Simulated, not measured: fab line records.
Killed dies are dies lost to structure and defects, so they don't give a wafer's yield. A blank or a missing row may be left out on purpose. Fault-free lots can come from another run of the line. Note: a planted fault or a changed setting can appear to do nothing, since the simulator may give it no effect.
fab line records -- flow sky130
[record] lots = 14, wafers = 42, last_day = 50
route steps=708 shown LDD_P@264 LDD_HVP@285 LOCAL_INTERCONNECT@389 CONTACT@407
lots that met no fault: from a run of the same line without faults
start_h: the number of hours between the record's first day and the start of the first shown wafer of the lot -- wait_h: hours elapsed since this lot's preceding step -- " repeats the value in the row above -- L1.1+2: a row that stands for several wafers -- - no value, or no start was given -- * or withheld: withheld -- < > ~ a bound
route shown NAME@n: a module of which the file shows steps, and the number in the route of the first -- usual: average and standard deviation across the fault-free wafers -- same: alike in all rows -- chamber/n: place in a boat -- sites: each site's reading -- _std_site: standard deviation of those values -- _edge_site: inner sites' mean taken away from outer sites' mean -- radius_mm: how far each site lies from the wafer's centre -- mask NAME#n: copy n -- behind: the most recent tool/chamber to have shaped the wafer -- hold: cause of the lot's hold/its duration in hours/its outcome -- device: names the non-switching transistor (n, p or np) -- end of line: the tests these same wafers got at the end of their route -- where a step has no rows: the recipe by itself -- killed: not the wafer's yield, but the dies lost to structure and defects at the first sort -- map: a wafer's dies, marking killed ones x, the rest . and places with no die _
set.NAME: the setting the step ran with; set.NAME@STEP: the setting that earlier step ran with -- model.NAME: the simulator's own value behind a step, which no gauge read
one table for each step of the route and one row for each wafer, over a sample of lots
services: from which hour (start_h, from the record's first day; less than 0 if before it) a tool's chamber was out of use, for how many hours, and why
[[steps]]
[step SKY_LDD_P_IMPLANT_09]
[recipe] species = BF2, energy_kev = 25, dose_cm2 = 1e+13, tilt_deg = withheld
[usual] dose_ions_cm2 = 1e+13/1.1e+10, faraday_current_uA = 56.4/1.2
lot.wafer,tool,chamber,start_h,wait_h,dose_ions_cm2,faraday_current_uA
L632.1,implanter-01,0,431.27,0.0,9.982e+12,56.2
L632.3,implanter-01,0,431.27,0.0,9.983e+12,56.0
L632.4,implanter-01,0,431.27,0.0,9.992e+12,56.3
L634.1,implanter-01,0,445.07,0.0,9.995e+12,57.9
L634.3,implanter-01,0,445.07,0.0,1.0018e+13,55.6
L634.6,implanter-01,0,445.07,0.0,9.992e+12,56.4
L636.2,implanter-03,0,460.78,0.0,1.0019e+13,55.1
L636.3,implanter-03,0,460.78,0.0,1.0009e+13,56.8
L636.4,implanter-03,0,460.78,0.0,9.986e+12,56.6
L637.2,implanter-03,0,480.18,0.0,9.992e+12,55.1
L637.3,implanter-03,0,480.18,0.0,1.0018e+13,56.3
L637.5,implanter-03,0,480.18,0.0,1.0003e+13,55.3
L638.2,implanter-04,0,491.48,0.0,9.988e+12,56.6
L638.4,implanter-04,0,491.48,0.0,1.0008e+13,51.6
L638.5,implanter-04,0,491.48,0.0,9.989e+12,56.2
L639.1,implanter-01,0,500.77,0.0,9.978e+12,58.2
L639.3,implanter-01,0,500.77,0.0,1.0008e+13,57.8
L639.6,implanter-01,0,500.77,0.0,1.0002e+13,57.4
L640.1,implanter-04,0,510.02,0.0,1.0002e+13,55.8
L640.4,implanter-04,0,510.02,0.0,9.99e+12,58.2
L640.5,implanter-04,0,510.02,0.0,1.0002e+13,56.2
L641.3,implanter-04,0,520.15,0.1,9.999e+12,58.0
L641.4,implanter-04,0,520.15,0.1,1.0003e+13,57.0
L641.5,implanter-04,0,520.15,0.1,1.0001e+13,56.4
L643.1,implanter-03,0,534.57,0.0,9.994e+12,56.3
L643.4,implanter-03,0,534.57,0.0,1.0006e+13,56.6
L643.6,implanter-03,0,534.57,0.0,9.996e+12,55.5
L645.2,implanter-03,0,556.63,0.0,1.0007e+13,55.9
L645.4,implanter-03,0,556.63,0.0,1.0001e+13,57.6
L645.6,implanter-03,0,556.63,0.0,1.0015e+13,54.9
L647.1,implanter-01,0,578.90,0.0,1.0003e+13,55.0
L647.3,implanter-01,0,578.90,0.0,1.0003e+13,55.9
L647.5,implanter-01,0,578.90,0.0,9.995e+12,55.7
L648.3,implanter-03,0,583.05,0.1,1.1024e+13,60.2
L648.5,implanter-03,0,583.05,0.1,1.0991e+13,63.6
L648.6,implanter-03,0,583.05,0.1,1.1024e+13,60.2
L653.2,implanter-03,0,612.54,0.0,1.1009e+13,60.9
L653.4,implanter-03,0,612.54,0.0,1.103e+13,62.7
L653.5,implanter-03,0,612.54,0.0,1.1033e+13,62.1
L655.1,implanter-04,0,644.06,0.0,1.0011e+13,58.5
L655.2,implanter-04,0,644.06,0.0,1.0008e+13,56.8
L655.3,implanter-04,0,644.06,0.0,1.0001e+13,57.0
[step SKY_LDD_P_TW_MEAS_11]
[usual] LDD_P_TW = 639/4.2
lot.wafer,tool,chamber,start_h,wait_h,hold,LDD_P_TW
L632.1,film_metro-03,-,431.52,0.1,-,648
L632.3,film_metro-03,-,431.52,0.1,-,650
L632.4,film_metro-03,-,431.52,0.1,-,647
L634.1,film_metro-02,-,445.32,0.1,-,640
L634.3,film_metro-02,-,445.32,0.1,-,643
L634.6,film_metro-02,-,445.32,0.1,-,640
L636.2,film_metro-04,-,461.01,0.1,-,636
L636.3,film_metro-04,-,461.01,0.1,-,640
L636.4,film_metro-04,-,461.01,0.1,-,641
L637.2,film_metro-03,-,480.41,0.1,-,642
L637.3,film_metro-03,-,480.41,0.1,-,647
L637.5,film_metro-03,-,480.41,0.1,-,643
L638.2,film_metro-04,-,491.71,0.1,-,632
L638.4,film_metro-04,-,491.71,0.1,-,632
L638.5,film_metro-04,-,491.71,0.1,-,634
L639.1,film_metro-03,-,501.02,0.1,-,644
L639.3,film_metro-03,-,501.02,0.1,-,645
L639.6,film_metro-03,-,501.02,0.1,-,642
L640.1,film_metro-03,-,510.27,0.1,-,634
L640.4,film_metro-03,-,510.27,0.1,-,631
L640.5,film_metro-03,-,510.27,0.1,-,638
L641.3,film_metro-04,-,520.37,0.1,-,633
L641.4,film_metro-04,-,520.37,0.1,-,638
L641.5,film_metro-04,-,520.37,0.1,-,633
L643.1,film_metro-02,-,534.82,0.1,-,640
L643.4,film_metro-02,-,534.82,0.1,-,638
L643.6,film_metro-02,-,534.82,0.1,-,641
L645.2,film_metro-04,-,556.86,0.1,-,639
L645.4,film_metro-04,-,556.86,0.1,-,642
L645.6,film_metro-04,-,556.86,0.1,-,641
L647.1,film_metro-03,-,579.15,0.1,-,636
L647.3,film_metro-03,-,579.15,0.1,-,636
L647.5,film_metro-03,-,579.15,0.1,-,633
L648.3,film_metro-04,-,583.27,0.1,await_dispo/0.2h/release,657
L648.5,film_metro-04,-,583.27,0.1,await_dispo/0.2h/release,654
L648.6,film_metro-04,-,583.27,0.1,await_dispo/0.2h/release,651
L648.3,film_metro-04,-,583.54,0.3,-,651
L648.5,film_metro-04,-,583.54,0.3,-,657
L648.6,film_metro-04,-,583.54,0.3,-,654
L653.2,film_metro-03,-,612.78,0.1,await_dispo/0.2h/release,665
L653.4,film_metro-03,-,612.78,0.1,await_dispo/0.2h/release,658
L653.5,film_metro-03,-,612.78,0.1,await_dispo/0.2h/release,656
L653.2,film_metro-03,-,613.00,0.2,-,659
L653.4,film_metro-03,-,613.00,0.2,-,661
L653.5,film_metro-03,-,613.00,0.2,-,664
L655.1,film_metro-03,-,644.31,0.1,-,644
L655.2,film_metro-03,-,644.31,0.1,-,639
L655.3,film_metro-03,-,644.31,0.1,-,642
[step SKY_LDD_HVP_OVL_MEAS_07]
[usual] LDD_HVP_OVL = 0.9/1.3
lot.wafer,tool,chamber,start_h,wait_h,LDD_HVP_OVL[nm]
L632.1,overlay-01,-,491.50,0.1,-0.3
L632.3,overlay-01,-,491.50,0.1,-0.6
L632.4,overlay-01,-,491.50,0.1,0.8
L634.1,overlay-01,-,505.10,0.1,1.6
L634.3,overlay-01,-,505.10,0.1,3.3
L634.6,overlay-01,-,505.10,0.1,1.5
L636.2,overlay-02,-,521.55,0.1,-0.3
L636.3,overlay-02,-,521.55,0.1,-0.4
L636.4,overlay-02,-,521.55,0.1,-1.5
L637.2,overlay-02,-,541.10,0.1,3.6
L637.3,overlay-02,-,541.10,0.1,3.9
L637.5,overlay-02,-,541.10,0.1,3.3
L638.2,overlay-02,-,553.20,0.1,2.3
L638.4,overlay-02,-,553.20,0.1,1.2
L638.5,overlay-02,-,553.20,0.1,2.9
L639.1,overlay-02,-,560.95,0.1,1.0
L639.3,overlay-02,-,560.95,0.1,1.0
L639.6,overlay-02,-,560.95,0.1,0.6
L640.1,overlay-01,-,569.80,0.1,3.1
L640.4,overlay-01,-,569.80,0.1,2.1
L640.5,overlay-01,-,569.80,0.1,2.2
L641.3,overlay-02,-,580.36,0.1,2.7
L641.4,overlay-02,-,580.36,0.1,1.0
L641.5,overlay-02,-,580.36,0.1,1.5
L643.1,overlay-01,-,593.70,0.1,1.0
L643.4,overlay-01,-,593.70,0.1,0.9
L643.6,overlay-01,-,593.70,0.1,-0.4
L645.2,overlay-01,-,615.55,0.1,0.7
L645.4,overlay-01,-,615.55,0.1,1.9
L645.6,overlay-01,-,615.55,0.1,2.0
L647.1,overlay-01,-,636.74,0.1,-0.7
L647.3,overlay-01,-,636.74,0.1,0.7
L647.5,overlay-01,-,636.74,0.1,-0.7
L648.3,overlay-02,-,642.21,0.1,1.3
L648.5,overlay-02,-,642.21,0.1,1.0
L648.6,overlay-02,-,642.21,0.1,1.4
L653.2,overlay-01,-,669.70,0.1,-0.2
L653.4,overlay-01,-,669.70,0.1,-2.2
L653.5,overlay-01,-,669.70,0.1,-0.6
L655.1,overlay-02,-,700.20,0.1,-0.5
L655.2,overlay-02,-,700.20,0.1,2.3
L655.3,overlay-02,-,700.20,0.1,1.9
[step SKY_LOCAL_INTERCONNECT_THK_MEAS_02]
[recipe] thk_meas_gauge = xrf, reads = TiN_of_LOCAL_INTERCONNECT_SPUTTER_00
[usual] LOCAL_INTERCONNECT_TIN_THK = 98.7/1.4
lot.wafer,tool,chamber,start_h,wait_h,LOCAL_INTERCONNECT_TIN_THK[nm]
L632.1,film_metro-01,-,674.68,0.1,101.0
L632.3,film_metro-01,-,674.68,0.1,99.0
L632.4,film_metro-01,-,674.68,0.1,99.7
L634.1,film_metro-01,-,685.37,0.1,98.9
L634.3,film_metro-01,-,685.37,0.1,100.1
L634.6,film_metro-01,-,685.37,0.1,101.8
L636.2,film_metro-01,-,702.88,0.1,97.3
L636.3,film_metro-01,-,702.88,0.1,96.8
L636.4,film_metro-01,-,702.88,0.1,97.6
L637.2,film_metro-01,-,719.84,0.1,98.3
L637.3,film_metro-01,-,719.84,0.1,100.7
L637.5,film_metro-01,-,719.84,0.1,98.3
L638.2,film_metro-01,-,733.33,0.1,99.5
L638.4,film_metro-01,-,733.33,0.1,98.1
L638.5,film_metro-01,-,733.33,0.1,97.0
L639.1,film_metro-03,-,737.97,0.1,97.4
L639.3,film_metro-03,-,737.97,0.1,97.4
L639.6,film_metro-03,-,737.97,0.1,97.9
L640.1,film_metro-03,-,746.20,0.1,96.2
L640.4,film_metro-03,-,746.20,0.1,98.4
L640.5,film_metro-03,-,746.20,0.1,94.8
L641.3,film_metro-01,-,757.88,0.1,99.8
L641.4,film_metro-01,-,757.88,0.1,102.5
L641.5,film_metro-01,-,757.88,0.1,100.2
L643.1,film_metro-01,-,767.25,0.1,98.2
L643.4,film_metro-01,-,767.25,0.1,98.9
L643.6,film_metro-01,-,767.25,0.1,98.3
L645.2,film_metro-01,-,787.77,0.1,98.8
L645.4,film_metro-01,-,787.77,0.1,99.3
L645.6,film_metro-01,-,787.77,0.1,98.6
L647.1,film_metro-04,-,809.15,0.1,100.2
L647.3,film_metro-04,-,809.15,0.1,100.5
L647.5,film_metro-04,-,809.15,0.1,100.0
L648.3,film_metro-01,-,811.55,0.1,97.4
L648.5,film_metro-01,-,811.55,0.1,97.2
L648.6,film_metro-01,-,811.55,0.1,98.3
L653.2,film_metro-01,-,837.31,0.1,102.4
L653.4,film_metro-01,-,837.31,0.1,100.4
L653.5,film_metro-01,-,837.31,0.1,100.1
L655.1,film_metro-04,-,865.70,0.1,99.0
L655.2,film_metro-04,-,865.70,0.1,98.6
L655.3,film_metro-04,-,865.70,0.1,100.1
[step SKY_CONTACT_THK_MEAS_01]
[recipe] reads = Si3N4_of_CONTACT_CVD_00
[usual] CONTACT_CVD_00_THK = 74.5/1.2
lot.wafer,tool,chamber,start_h,wait_h,CONTACT_CVD_00_THK[nm]
L632.1,film_metro-01,-,704.16,-,74.0
L632.3,film_metro-01,-,704.16,-,74.3
L632.4,film_metro-01,-,704.16,-,74.9
L634.1,film_metro-02,-,713.90,-,74.3
L634.3,film_metro-02,-,713.90,-,74.7
L634.6,film_metro-02,-,713.90,-,75.7
L636.2,film_metro-01,-,731.58,-,74.9
L636.3,film_metro-01,-,731.58,-,72.8
L636.4,film_metro-01,-,731.58,-,75.2
L637.2,film_metro-01,-,748.08,-,73.5
L637.3,film_metro-01,-,748.08,-,75.0
L637.5,film_metro-01,-,748.08,-,74.1
L638.2,film_metro-02,-,761.32,-,73.6
L638.4,film_metro-02,-,761.32,-,76.4
L638.5,film_metro-02,-,761.32,-,75.0
L639.1,film_metro-01,-,765.32,-,74.5
L639.3,film_metro-01,-,765.32,-,72.5
L639.6,film_metro-01,-,765.32,-,72.4
L640.1,film_metro-02,-,774.11,-,72.1
L640.4,film_metro-02,-,774.11,-,73.6
L640.5,film_metro-02,-,774.11,-,74.3
L641.3,film_metro-02,-,786.26,-,75.5
L641.4,film_metro-02,-,786.26,-,73.0
L641.5,film_metro-02,-,786.26,-,75.0
L643.1,film_metro-02,-,794.33,-,75.2
L643.4,film_metro-02,-,794.33,-,74.4
L643.6,film_metro-02,-,794.33,-,77.0
L645.2,film_metro-02,-,815.88,-,74.9
L645.4,film_metro-02,-,815.88,-,73.6
L645.6,film_metro-02,-,815.88,-,74.5
L647.1,film_metro-01,-,836.61,-,74.5
L647.3,film_metro-01,-,836.61,-,73.2
L647.5,film_metro-01,-,836.61,-,76.3
L648.3,film_metro-02,-,839.58,-,74.9
L648.5,film_metro-02,-,839.58,-,75.8
L648.6,film_metro-02,-,839.58,-,72.9
L653.2,film_metro-01,-,864.41,-,73.4
L653.4,film_metro-01,-,864.41,-,74.6
L653.5,film_metro-01,-,864.41,-,74.6
L655.1,film_metro-03,-,892.09,-,73.6
L655.2,film_metro-03,-,892.09,-,74.5
L655.3,film_metro-03,-,892.09,-,73.3
[[services]]
tool,chamber,start_h,hours,kind
implanter-04,-,408.24,2.8,pm
implanter-04,-,413.03,6.6,repair
implanter-01,-,437.80,5.6,repair
implanter-03,-,455.09,2.9,repair
implanter-04,-,479.66,1.4,repair
implanter-01,-,482.24,1.6,repair
implanter-01,-,484.88,1.8,repair
implanter-03,-,490.46,2.8,repair
implanter-04,-,497.57,3.5,repair
implanter-03,-,509.63,5.8,pm
implanter-01,-,512.35,1.0,repair
implanter-03,-,524.02,2.6,repair
implanter-04,-,562.75,2.4,repair
implanter-01,-,584.58,4.0,pm
implanter-03,-,590.14,1.3,repair
implanter-03,-,590.36,3.9,repair
[[key]]
[first_sign] step = SKY_LDD_P_IMPLANT_09, reading = dose_ions_cm2, direction = up, sigmas = 94, usual = *, struck = *
[effect] step = SKY_LDD_P_IMPLANT_09, reading = faraday_current_uA, direction = up, sigmas = 4.5, usual = 56.4, struck = 61.6
[effect] step = SKY_LDD_P_TW_MEAS_11, reading = visit, direction = added
met_at SKY_LDD_P_IMPLANT_09
struck_lots L648,L653
sort_left_out L648.3,L648.5,L648.6
tester_left_out L648,L653
not_acting_at SKY_LDD_HVP_OVL_MEAS_07,SKY_LOCAL_INTERCONNECT_THK_MEAS_02,SKY_CONTACT_THK_MEAS_01
onset_between 556.63 583.05
[fault] kind = process_parameter_drift, tool = implanter-03, chamber = -, onset_h = 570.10, steps = SKY_LDD_P_IMPLANT_09, channel = dose_cm2, offset = *, shape = step, end_h = 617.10, acts_in = *, stated = *
// tester_left_out: of these lots the tester's yield and bins aren't shown, on N5 and GAA mostly nor the transistor test; their killed dies are dies lost to structure and defects alone, not to doping, threshold or leakage, so they don't give the yield
// sort_left_out: the simulated sort isn't trusted on such a fault, so these wafers' sort isn't shown, and their yield isn't known
